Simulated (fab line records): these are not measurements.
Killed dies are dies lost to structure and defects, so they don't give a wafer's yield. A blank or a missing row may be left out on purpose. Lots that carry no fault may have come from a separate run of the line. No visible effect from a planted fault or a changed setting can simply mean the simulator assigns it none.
The same fault as seen by 2 desks    flow sky130    each desk has only its own numbers; what lay behind them comes last

== AT THE METROLOGY DESK ==
Means of the sampled wafers that have a number, per lot and without regard to the tool the lot ran on: this is what the gauges read. If a lot's mean is further than 4 standard deviations from the usual mean, the lot is out of limits and carries the mark OUT (the distance appears in the brackets).
Columns: A = cd nm at SKY_VIA1_CD_MEAS_12, usual 150.1 nm
lot   first seen here  A
L496  day 32 22:51     150.0
L497  day 34 00:07     150.5
L498  day 34 15:25     147.3
L499  day 35 12:49     152.1
L500  day 35 15:01     149.5
L501  day 35 20:18     150.5
L503  day 36 17:25     150.4
L505  day 37 10:42     151.9
L506  day 37 18:57     149.9
L512  day 39 16:25     150.5
L511  day 39 19:39     149.5
L508  day 39 22:15     148.9
L510  day 39 22:58     152.3
L519  day 41 17:43     150.4
This desk's verdict: no lot among the 14 shows anything out of limits.

== DESK OF THE TOOL OWNER: rie diel-01 ==
The tool's own readings at SKY_VIA2_ETCH_14 (etches BARC in N2/H2, stops on SiO2, time 45.9 s, target depth 60 nm): means of the sampled wafers that have a number, for each lot that ran on this tool. If a lot's mean is further than 4 standard deviations from the usual mean, the lot is out of limits and carries the mark OUT (the distance appears in the brackets).
Columns: A = bias w at SKY_VIA2_ETCH_14, usual 100.0 W; B = drypump motor current A at SKY_VIA2_ETCH_14, usual 5.7 A; C = oes product au at SKY_VIA2_ETCH_14, usual 0.855 a.u.; D = rf fwd power W at SKY_VIA2_ETCH_14, usual 494.8 W; E = run length s at SKY_VIA2_ETCH_14, usual 74.2 s; F = throttle valve pct at SKY_VIA2_ETCH_14, usual 13.226 %
lot   first seen here  A      B    C                D      E               F
L498  day 36 23:40     100.4  6.3  0.857            495.3  74.3            13.235
L500  day 37 21:37     100.4  5.7  0.856            495.0  73.7            13.223
L505  day 39 16:49     99.9   5.1  0.858            494.7  73.6            13.227
L512  day 41 21:04     99.7   5.5  0.852            495.6  74.0            13.235
L511  day 41 23:46     100.0  5.6  0.861            497.0  73.9            13.230
L508  day 42 01:10     99.9   5.5  0.903 (+11) OUT  495.9  67.4 (-12) OUT  13.232
L519  day 43 21:01     100.3  5.6  0.922 (+15) OUT  497.9  63.8 (-18) OUT  13.236
This desk's verdict: out of limits on L508, L519, starting with L508 at day 42 01:10 (oes product au at SKY_VIA2_ETCH_14). In limits: L498, L500, L505, L512, L511.

== PUT TOGETHER ==
On L508, L519, at day 42 01:10, an alarm was possible from the tool owner's desk.
Nothing out of limits was seen by the metrology desk.
The metrology desk has L508, L519 on record, within its limits.
All the named lots went through SKY_VIA2_ETCH_14 on rie diel-01.

== WHAT THE SIMULATOR HAD INSERTED ==
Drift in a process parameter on rie diel-01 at SKY_VIA2_ETCH_14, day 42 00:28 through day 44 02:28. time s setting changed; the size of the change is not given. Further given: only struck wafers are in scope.
Struck lots among those shown: L508, L519.
Delay in hours, fault start to first out-of-limits reading, by desk: the tool owner's desk at 1.
